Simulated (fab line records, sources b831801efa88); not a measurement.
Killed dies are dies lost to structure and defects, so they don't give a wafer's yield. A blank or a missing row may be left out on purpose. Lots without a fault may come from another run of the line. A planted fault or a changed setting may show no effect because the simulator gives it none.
Which tool did it? | flow gf180mcu | 12 lots, 36 wafers sampled, at 1 step of a route of 602

WHAT THE GAUGES READ, wafer by wafer
GF_STI_THK_MEAS_02.
lot  | measured    | on            | STI_OXIDATION_THK (nm)
L075 | day 1 16:32 | film_metro-02 | 10.19 10.11 10.32
L077 | day 2 02:32 | film_metro-02 | 10.15 10.22 10.19
L079 | day 2 12:32 | film_metro-01 | 10.41 10.40 10.58
L081 | day 2 23:16 | film_metro-03 | 10.13 10.20 10.17
L083 | day 3 08:32 | film_metro-03 | 9.75 9.80 9.77
L085 | day 3 18:31 | film_metro-03 | 9.95 9.71 9.90
L087 | day 4 04:31 | film_metro-01 | 10.04 10.32 10.24
L089 | day 4 14:41 | film_metro-03 | 10.21 10.13 10.01
L091 | day 5 01:21 | film_metro-03 | 10.19 10.17 10.11
L093 | day 5 10:38 | film_metro-01 | 10.34 10.15 10.21
L095 | day 5 20:37 | film_metro-01 | 10.23 10.24 10.25
L097 | day 6 06:49 | film_metro-01 | 9.71 9.61 9.71

WHICH TOOL RAN EACH LOT (tool, then ch and the chambers of the sampled wafers, then the start)
The record holds no process step before these readings.

THE ANSWER, worked out from the rows above alone
Rule: what is usual is taken from the lots themselves. Put in order of their means at a reading, lots are off if they are a third of the lots or fewer, leave a main group of 4 or more, and stand apart from it by a gap of 3 or more times the standard deviation of the main group's means; of several such gaps the widest counts. A main group whose means are all the same, to the digits that the tables above print for the reading, isn't used. A lot without any number at a reading at which 4 lots or more have one is off too. The other lots that the step has rows for count as sound.
No lot is off at any reading shown: from this, nothing can be told.

WHAT THE SIMULATOR HAD PUT IN
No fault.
